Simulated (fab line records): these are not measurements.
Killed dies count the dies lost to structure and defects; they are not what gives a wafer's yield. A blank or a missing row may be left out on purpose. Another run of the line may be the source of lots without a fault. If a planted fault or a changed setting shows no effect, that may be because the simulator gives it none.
fab line records + flow gf180mcu
record
- lots=5
- wafers=15
- last-day=34
route steps=602 shown V2@393
lots untouched by any fault: they come from a run of this same line in which no faults occurred
start-h: hours from the record's first day to the start of the lot's first wafer shown + wait-h: hours elapsed since this lot's preceding step + " same as the row above + L1.1+2: a row that stands for several wafers + - either no value or no given start + * or withheld: withheld + < > ~ a bound
route shown NAME@n: a module of which the file shows steps, and the number in the route of the first + usual: mean/standard deviation of fault-free wafers + same: alike in all rows + chamber/n: place in a boat + sites: readings site by site + _std_site: the values' standard deviation + _edge_site: the outer-site mean with the inner-site mean subtracted + radius-mm: how far each site lies from the wafer's centre + mask NAME#n: copy n + behind: the most recent tool/chamber to have shaped the wafer + hold: why the lot went on hold/how many hours it stayed there/how the hold came to an end + device: names the non-switching transistor (n, p or np) + end of line: at the end of the route, the tests of the same wafers + for a step that has no rows: nothing shown but its recipe + killed: dies lost to structure and defects at the first sort, not the wafer's yield + map: dies across one wafer; x = killed, . = not, _ = none there
set.NAME: the setting the step ran with; set.NAME@STEP: the setting that earlier step ran with + model.NAME: the simulator's own value behind a step, which no gauge read
lots seen at some steps along the route; tables by step, rows by wafer
services: from which hour (start-h, from the record's first day; less than 0 if before it) a tool's chamber was out of use, for how many hours, and why
## steps
# step GF_V2_EXPOSE_11
# recipe
- mask-id=Via2
- target-cd-nm=260
- na=0.68
- source-shape=conventional
- sigma-outer=0.6
- dose-mj=38
# step GF_V2_PEB_12
# recipe
- peb-temp-c=134.3
- peb-time-s=90
- resist=KrF
# step GF_V2_DEVELOP_13
# recipe
- develop-time-s=60
- resist=KrF
- dev-temp-c=21
# step GF_V2_CD_MEAS_14
# recipe
- target-cd-nm=260
# usual
- cd-nm=260.0/1.2
| lot.wafer | tool      | chamber | start-h | wait-h | cd-nm |
|-----------|-----------|---------|---------|--------|-------|
| L537.3    | cd-sem-02 | -       | 460.79  | 0.1    | 258.5 |
| L537.4    | "         | -       | "       | "      | 258.9 |
| L537.5    | "         | -       | "       | "      | 259.6 |
| L540.2    | cd-sem-01 | -       | 492.59  | 0.2    | 257.9 |
| L540.3    | "         | -       | "       | "      | 258.1 |
| L540.5    | "         | -       | "       | "      | 259.5 |
| L550.3    | cd-sem-02 | -       | 575.99  | 0.1    | 260.0 |
| L550.4    | "         | -       | "       | "      | 261.0 |
| L550.5    | "         | -       | "       | "      | 261.5 |
| L558.3    | cd-sem-01 | -       | 640.95  | 0.1    | 258.0 |
| L558.4    | "         | -       | "       | "      | 257.8 |
| L558.5    | "         | -       | "       | "      | 259.2 |
| L559.1    | cd-sem-02 | -       | 641.84  | 0.1    | 262.4 |
| L559.3    | "         | -       | "       | "      | 259.1 |
| L559.6    | "         | -       | "       | "      | 260.8 |
# step GF_V2_OVL_MEAS_15
# usual
- V2_OVL=1/5.9
| lot.wafer | tool       | chamber | start-h | wait-h | V2_OVL[nm] |
|-----------|------------|---------|---------|--------|------------|
| L537.3    | overlay-02 | -       | 460.88  | 0.1    | 11         |
| L537.4    | "          | -       | "       | "      | 4          |
| L537.5    | "          | -       | "       | "      | 11         |
| L540.2    | overlay-02 | -       | 492.70  | 0.1    | 4          |
| L540.3    | "          | -       | "       | "      | 8          |
| L540.5    | "          | -       | "       | "      | -2         |
| L550.3    | overlay-02 | -       | 576.08  | 0.1    | -9         |
| L550.4    | "          | -       | "       | "      | -9         |
| L550.5    | "          | -       | "       | "      | -1         |
| L558.3    | overlay-01 | -       | 641.04  | 0.1    | -2         |
| L558.4    | "          | -       | "       | "      | 0          |
| L558.5    | "          | -       | "       | "      | 0          |
| L559.1    | overlay-02 | -       | 641.96  | 0.1    | -6         |
| L559.3    | "          | -       | "       | "      | -9         |
| L559.6    | "          | -       | "       | "      | -1         |
# step GF_V2_ETCH_16
# recipe
- chemistry=N2/H2
- target-depth-a=withheld
- overetch-a=withheld
- time-s=withheld
- target=BARC
- ion-energy-ev=200
- source-w=500
- bias-w=100
- pressure-mtorr=30
- n2-flow-sccm=100
- h2-flow-sccm=200
# usual
- chamber-pressure-mTorr=29.999/0.026
- drypump-motor-current-A=5.7/0.4
- oes-product-au=0.855/0.005
- throttle-valve-pct=13.225/0.0094
| lot.wafer | tool        | chamber | start-h | wait-h | chamber-pressure-mTorr | drypump-motor-current-A | oes-product-au | throttle-valve-pct |
|-----------|-------------|---------|---------|--------|------------------------|-------------------------|----------------|--------------------|
| L537.3    | rie-diel-02 | 0       | 460.91  | 0.0    | 29.982                 | 5.3                     | 0.850          | 13.230             |
| L537.4    | "           | 1       | "       | "      | 30.019                 | 5.2                     | 0.855          | 13.223             |
| L537.5    | "           | 1       | "       | "      | 30.008                 | 5.2                     | 0.851          | 13.212             |
| L540.2    | rie-diel-02 | 2       | 492.73  | 0.0    | 29.985                 | 6.3                     | 0.859          | 13.212             |
| L540.3    | "           | 0       | "       | "      | 30.019                 | 5.3                     | 0.852          | 13.222             |
| L540.5    | "           | 3       | "       | "      | 29.973                 | 5.5                     | 0.843          | 13.206             |
| L550.3    | rie-diel-04 | 2       | 576.10  | 0.0    | 29.987                 | 6.3                     | 0.855          | 13.224             |
| L550.4    | "           | 1       | "       | "      | 29.958                 | 6.0                     | 0.852          | 13.221             |
| L550.5    | "           | 3       | "       | "      | 30.029                 | 5.7                     | 0.857          | 13.217             |
| L558.3    | rie-diel-04 | 0       | 641.07  | 0.0    | 29.957                 | 5.7                     | 0.844          | 13.221             |
| L558.4    | "           | 2       | "       | "      | 30.011                 | 6.3                     | 0.852          | 13.212             |
| L558.5    | "           | 1       | "       | "      | 29.961                 | 6.0                     | 0.860          | 13.232             |
| L559.1    | rie-diel-01 | 1       | 642.00  | 0.0    | 30.000                 | 6.1                     | 0.852          | 13.233             |
| L559.3    | "           | 3       | "       | "      | 30.012                 | 6.0                     | 0.852          | 13.239             |
| L559.6    | "           | 0       | "       | "      | 30.014                 | 5.0                     | 0.852          | 13.236             |
# step GF_V2_ETCH_17
# recipe
- chemistry=C4F8/O2/Ar
- mask-material=KrF
- target=SiO2
- stop-on=TiN
- source-w=1500
- bias-w=1200
- pressure-mtorr=40
- c4f8-flow-sccm=withheld
- O2_flow_sccm=6
- Ar_flow_sccm=300
- time-s=withheld
- target-depth-a=6300
# usual
- chamber-pressure-mTorr=40.00/0.043
- oes-product-au=0.856/0.0049
| lot.wafer | tool        | chamber | start-h | wait-h | chamber-pressure-mTorr | oes-product-au |
|-----------|-------------|---------|---------|--------|------------------------|----------------|
| L537.3    | rie-diel-02 | 0       | -       | -      | 39.96                  | 0.848          |
| L537.4    | "           | 1       | "       | "      | 40.02                  | 0.861          |
| L537.5    | "           | 1       | "       | "      | 39.92                  | 0.863          |
| L540.2    | rie-diel-02 | 2       | -       | -      | 39.98                  | 0.848          |
| L540.3    | "           | 0       | "       | "      | 39.98                  | 0.859          |
| L540.5    | "           | 3       | "       | "      | 40.04                  | 0.862          |
| L550.3    | rie-diel-04 | 2       | -       | -      | 39.97                  | 0.854          |
| L550.4    | "           | 1       | "       | "      | 40.05                  | 0.854          |
| L550.5    | "           | 3       | "       | "      | 39.98                  | 0.851          |
| L558.3    | rie-diel-04 | 0       | -       | -      | 40.02                  | 0.855          |
| L558.4    | "           | 2       | "       | "      | 40.01                  | 0.854          |
| L558.5    | "           | 1       | "       | "      | 40.07                  | 0.851          |
| L559.1    | rie-diel-01 | 1       | -       | -      | 40.01                  | 0.856          |
| L559.3    | "           | 3       | "       | "      | 39.97                  | 0.860          |
| L559.6    | "           | 0       | "       | "      | 40.02                  | 0.858          |
# step GF_V2_STRIP_18
# recipe
- chemistry=O2/N2
- power-w=1400
- pressure-mtorr=1500
- platen-temp-c=250
- o2-flow-sccm=3000
- n2-flow-sccm=300
- overash-fraction=0.5
# usual
- chamber-pressure-mTorr=1500.0/1.4
- drypump-motor-current-A=5.8/0.39
- heater-power-w=319/34
- oes-product-au=0.588/0.0048
| lot.wafer | tool            | chamber | start-h | wait-h | chamber-pressure-mTorr | drypump-motor-current-A | heater-power-w | oes-product-au | rf-hours-counter-h |
|-----------|-----------------|---------|---------|--------|------------------------|-------------------------|----------------|----------------|--------------------|
| L537.3    | plasma-asher-04 | 1       | 461.07  | -      | 1499.0                 | 5.5                     | 320            | 0.587          | -                  |
| L537.4    | "               | 0       | "       | "      | 1500.3                 | 6.4                     | 312            | 0.589          | -                  |
| L537.5    | "               | 1       | "       | "      | 1500.5                 | 5.5                     | 316            | 0.592          | -                  |
| L540.2    | plasma-asher-04 | 1       | 492.85  | -      | 1501.2                 | 5.4                     | 329            | 0.588          | 35                 |
| L540.3    | "               | 0       | "       | "      | 1499.7                 | 6.4                     | 311            | 0.583          | -                  |
| L540.5    | "               | 1       | "       | "      | 1498.9                 | 5.4                     | 313            | 0.591          | -                  |
| L550.3    | plasma-asher-02 | 0       | 576.27  | -      | 1500.2                 | 6.0                     | 288            | 0.578          | -                  |
| L550.4    | "               | 1       | "       | "      | 1503.3                 | 6.0                     | 348            | 0.576          | -                  |
| L550.5    | "               | 1       | "       | "      | 1501.3                 | 5.9                     | 357            | 0.586          | -                  |
| L558.3    | plasma-asher-03 | 0       | 641.23  | -      | 1501.2                 | 5.5                     | 382            | 0.589          | -                  |
| L558.4    | "               | 1       | "       | "      | 1500.2                 | 5.5                     | 273            | 0.582          | -                  |
| L558.5    | "               | 0       | "       | "      | 1504.1                 | 5.5                     | 380            | 0.587          | -                  |
| L559.1    | plasma-asher-04 | 0       | 642.13  | -      | 1497.2                 | 6.4                     | 312            | 0.584          | 50                 |
| L559.3    | "               | 1       | "       | "      | 1499.0                 | 5.4                     | 318            | 0.590          | -                  |
| L559.6    | "               | 1       | "       | "      | 1498.5                 | 5.4                     | 316            | 0.585          | -                  |
# step GF_V2_STRIP_19
# recipe
- chemistry=post-etch-residue-remover
- time-s=1200
- temp-c=72.5
# step GF_V2_CLEAN_20
# recipe
- chemistry=DIW
- dry=n2-spin
# step GF_V2_SPUTTER_21
# recipe
- material=Ti
- target-thk-nm=15
- chamber-pressure-pa=5
- power-w=2500
- substrate-temp-c=200
- time-s=80.02
# usual
- throttle-valve-pct=30.7/0.66
| lot.wafer | tool           | chamber | start-h | wait-h | throttle-valve-pct |
|-----------|----------------|---------|---------|--------|--------------------|
| L537.3    | pvd-sputter-03 | -       | 461.58  | 0.0    | 30.2               |
| L537.4    | "              | -       | "       | "      | 31.6               |
| L537.5    | "              | -       | "       | "      | 30.5               |
| L540.2    | pvd-sputter-03 | -       | 493.39  | 0.0    | 30.1               |
| L540.3    | "              | -       | "       | "      | 31.7               |
| L540.5    | "              | -       | "       | "      | 31.6               |
| L550.3    | pvd-sputter-02 | -       | 576.83  | 0.0    | 30.3               |
| L550.4    | "              | -       | "       | "      | 29.3               |
| L550.5    | "              | -       | "       | "      | 29.4               |
| L558.3    | pvd-sputter-03 | -       | 641.73  | 0.0    | 31.6               |
| L558.4    | "              | -       | "       | "      | 30.1               |
| L558.5    | "              | -       | "       | "      | 30.8               |
| L559.1    | pvd-sputter-02 | -       | 642.66  | 0.0    | 29.2               |
| L559.3    | "              | -       | "       | "      | 30.6               |
| L559.6    | "              | -       | "       | "      | 30.9               |
# step GF_V2_SPUTTER_22
# recipe
- material=TiN
- target-thk-nm=10
- chamber-pressure-pa=5
- power-w=4000
- time-s=40
# usual
- throttle-valve-pct=30.7/0.66
| lot.wafer | tool           | chamber | start-h | wait-h | throttle-valve-pct |
|-----------|----------------|---------|---------|--------|--------------------|
| L537.3    | pvd-sputter-03 | -       | 461.64  | 0.0    | 30.3               |
| L537.4    | "              | -       | "       | "      | 31.6               |
| L537.5    | "              | -       | "       | "      | 30.4               |
| L540.2    | pvd-sputter-03 | -       | 493.45  | 0.0    | 30.2               |
| L540.3    | "              | -       | "       | "      | 31.7               |
| L540.5    | "              | -       | "       | "      | 31.8               |
| L550.3    | pvd-sputter-02 | -       | 576.89  | 0.0    | 30.5               |
| L550.4    | "              | -       | "       | "      | 29.4               |
| L550.5    | "              | -       | "       | "      | 29.3               |
| L558.3    | pvd-sputter-03 | -       | 641.79  | 0.0    | 31.8               |
| L558.4    | "              | -       | "       | "      | 30.5               |
| L558.5    | "              | -       | "       | "      | 30.9               |
| L559.1    | pvd-sputter-02 | -       | 642.72  | 0.0    | 29.2               |
| L559.3    | "              | -       | "       | "      | 30.5               |
| L559.6    | "              | -       | "       | "      | 31.0               |
# step GF_V2_CVD_23
# recipe
- material=W
- target-thk-nm=350
- time-s=104.94
- temp-c=400
- pressure-torr=40
# usual
- heater-power-w=827/110
- susceptor-temp-C=399.99/0.21
| lot.wafer | tool     | chamber | start-h | wait-h | heater-power-w | susceptor-temp-C | model.W_of_V2_CVD_23.thk-nm |
|-----------|----------|---------|---------|--------|----------------|------------------|-----------------------------|
| L537.3    | cvd-w-02 | 1       | 461.71  | 0.1    | 846            | 400.17           | 351.6                       |
| L537.4    | "        | 0       | "       | "      | 674            | 400.05           | 352.3                       |
| L537.5    | "        | 0       | "       | "      | 666            | 400.06           | 356.7                       |
| L540.2    | cvd-w-01 | 1       | 493.49  | 0.0    | 853            | 399.31           | 346.5                       |
| L540.3    | "        | 0       | "       | "      | 998            | 400.13           | 347                         |
| L540.5    | "        | 0       | "       | "      | 984            | 400.20           | 348                         |
| L550.3    | cvd-w-02 | 1       | 576.97  | 0.1    | 853            | 400.30           | 357.4                       |
| L550.4    | "        | 0       | "       | "      | 661            | 400.14           | 348.2                       |
| L550.5    | "        | 1       | "       | "      | 852            | 400.32           | 352.4                       |
| L558.3    | cvd-w-01 | 1       | 641.87  | 0.1    | 857            | 400.02           | 348.9                       |
| L558.4    | "        | 0       | "       | "      | 999            | 399.83           | 357.7                       |
| L558.5    | "        | 1       | "       | "      | 850            | 399.74           | 354.6                       |
| L559.1    | cvd-w-02 | 1       | 642.76  | 0.0    | 843            | 400.05           | 348.7                       |
| L559.3    | "        | 0       | "       | "      | 655            | 399.92           | 345.3                       |
| L559.6    | "        | 0       | "       | "      | 661            | 399.89           | 346.3                       |
# step GF_V2_RS_MEAS_24
# recipe
- thk-meas-gauge=four-point-probe
- reads=W_of_V2_CVD_23+TiN_of_V2_SPUTTER_22+Ti_of_V2_SPUTTER_21
# usual
- V2_W_RS=0.328/0.0037
| lot.wafer | tool          | chamber | start-h | wait-h | V2_W_RS[ohm/sq] |
|-----------|---------------|---------|---------|--------|-----------------|
| L537.3    | film-metro-02 | -       | 461.83  | 0.1    | 0.326           |
| L537.4    | "             | -       | "       | "      | 0.325           |
| L537.5    | "             | -       | "       | "      | 0.321           |
| L540.2    | film-metro-02 | -       | 493.66  | 0.1    | 0.331           |
| L540.3    | "             | -       | "       | "      | 0.331           |
| L540.5    | "             | -       | "       | "      | 0.329           |
| L550.3    | film-metro-04 | -       | 577.08  | 0.1    | 0.320           |
| L550.4    | "             | -       | "       | "      | 0.328           |
| L550.5    | "             | -       | "       | "      | 0.325           |
| L558.3    | film-metro-02 | -       | 641.98  | 0.1    | 0.328           |
| L558.4    | "             | -       | "       | "      | 0.320           |
| L558.5    | "             | -       | "       | "      | 0.323           |
| L559.1    | film-metro-02 | -       | 642.87  | 0.1    | 0.328           |
| L559.3    | "             | -       | "       | "      | 0.332           |
| L559.6    | "             | -       | "       | "      | 0.330           |
## services
| tool            | chamber | start-h | hours | kind   |
|-----------------|---------|---------|-------|--------|
| rie-diel-04     | 1       | 445.93  | 3.1   | repair |
| rie-diel-04     | -       | 453.75  | 2.8   | pm     |
| plasma-asher-02 | -       | 466.79  | 1.6   | repair |
| rie-diel-01     | 1       | 469.24  | 7.3   | repair |
| pvd-sputter-03  | -       | 472.35  | 2.2   | repair |
| rie-diel-04     | 1       | 472.88  | 2.7   | repair |
| pvd-sputter-02  | -       | 481.43  | 16.1  | repair |
| rie-diel-01     | 2       | 487.02  | 8.2   | repair |
| rie-diel-02     | 0       | 535.37  | 1.3   | repair |
| rie-diel-01     | 2       | 539.45  | 3.9   | repair |
| rie-diel-04     | -       | 555.27  | 0.3   | repair |
| rie-diel-04     | 0       | 557.11  | 4.0   | repair |
| cvd-w-02        | -       | 558.07  | 2.9   | repair |
| cvd-w-01        | -       | 567.38  | 0.6   | repair |
| pvd-sputter-03  | -       | 570.11  | 1.8   | repair |
| pvd-sputter-03  | -       | 572.90  | 6.7   | repair |
| plasma-asher-02 | -       | 579.50  | 2.7   | repair |
| cvd-w-02        | 1       | 599.77  | 3.7   | repair |
| rie-diel-01     | -       | 605.82  | 1.1   | repair |
| rie-diel-02     | 1       | 607.39  | 2.6   | repair |
| rie-diel-04     | 2       | 614.12  | 3.4   | repair |
| rie-diel-01     | -       | 619.68  | 0.2   | repair |
| rie-diel-02     | -       | 638.17  | 0.7   | repair |
| pvd-sputter-02  | -       | 639.70  | 2.3   | repair |
## key
first-sign none at tools or gauges
model-effect
- step=GF_V2_CVD_23
- value=W_of_V2_CVD_23.thk-nm
- without=344.1
- struck=353.7
met-at GF_V2_CVD_23
struck-wafers L558.3,L558.4,L558.5
onset-between 493.49 641.87
also-fits GF_V2_ETCH_16:rie-diel-04,GF_V2_ETCH_17:rie-diel-04,GF_V2_STRIP_18:plasma-asher-03,GF_V2_SPUTTER_21:pvd-sputter-03
fault
- kind=process-parameter-drift
- tool=cvd-w-01
- chamber=-
- onset-h=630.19
- steps=GF_V2_CVD_23
- channel=target-thk-nm
- offset=9.6494
- shape=step
- end-h=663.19
- acts-in=these-recipes-only
- stated=350
